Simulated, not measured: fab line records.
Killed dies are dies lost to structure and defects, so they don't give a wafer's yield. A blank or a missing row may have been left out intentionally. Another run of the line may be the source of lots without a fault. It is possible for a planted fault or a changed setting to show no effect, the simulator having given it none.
2 desks looking at one fault || flow sky130 || what lay behind the numbers comes last; until then each desk has only its own

FOR THE TOOL OWNER'S DESK: rie diel-02
The tool's own readings at SKY_VIA1_ETCH_14 (etches BARC in N2/H2, stops on SiO2, time 45.9 s, target depth 60 nm): means of the sampled wafers that have a number, for each lot that ran on this tool. Marked OUT: a lot whose mean sits more than 4 standard deviations from the usual mean, which makes it out of limits; the brackets give that distance.
Columns: A = drypump motor current A at SKY_VIA1_ETCH_14, usual 5.8 A; B = oes product au at SKY_VIA1_ETCH_14, usual 0.854 a.u.; C = throttle valve pct at SKY_VIA1_ETCH_14, usual 13.225 %
{"lot": "L976", "first seen here": "day 34 05:44", "A": 5.8, "B": 0.856, "C": 13.226}
{"lot": "L978", "first seen here": "day 34 20:08", "A": 6.0, "B": 0.855, "C": 13.227}
{"lot": "L983", "first seen here": "day 36 22:05", "A": 6.1, "B": 0.850, "C": 13.222}
{"lot": "L988", "first seen here": "day 38 05:39", "A": 5.9, "B": 0.853, "C": 13.231}
{"lot": "L990", "first seen here": "day 38 16:48", "A": 6.0, "B": 0.855, "C": 13.221}
{"lot": "L992", "first seen here": "day 39 06:32", "A": 6.3, "B": 0.860, "C": 13.230}
Finding of this desk: none of the 6 lots has anything out of limits.

FROM THE METROLOGY DESK
What the gauges read, lot by lot, whatever tool the lot ran on: means of the sampled wafers that have a number. Marked OUT: a lot whose mean sits more than 4 standard deviations from the usual mean, which makes it out of limits; the brackets give that distance.
Columns: A = METAL1_ALCU_RS at SKY_METAL1_RS_MEAS_05, usual 0.1269 ohm/sq
{"lot": "L976", "first seen here": "day 31 22:09", "A": 0.1267}
{"lot": "L977", "first seen here": "day 31 22:37", "A": 0.1260}
{"lot": "L978", "first seen here": "day 32 13:34", "A": 0.1250}
{"lot": "L979", "first seen here": "day 34 03:21", "A": 0.1254}
{"lot": "L983", "first seen here": "day 34 15:19", "A": 0.1268}
{"lot": "L988", "first seen here": "day 36 00:17", "A": 0.1258}
{"lot": "L990", "first seen here": "day 36 11:28", "A": 0.1265}
{"lot": "L991", "first seen here": "day 36 18:52", "A": 0.1274}
{"lot": "L992", "first seen here": "day 37 02:47", "A": 0.1270}
{"lot": "L995", "first seen here": "day 38 02:06", "A": 0.1300}
{"lot": "L998", "first seen here": "day 38 22:35", "A": 0.1274}
Finding of this desk: none of the 11 lots has anything out of limits.

BROUGHT TOGETHER
The tool owner's desk saw nothing out of limits.
Nothing out of limits was seen by the metrology desk.

WHAT THE SIMULATOR HAD INSERTED
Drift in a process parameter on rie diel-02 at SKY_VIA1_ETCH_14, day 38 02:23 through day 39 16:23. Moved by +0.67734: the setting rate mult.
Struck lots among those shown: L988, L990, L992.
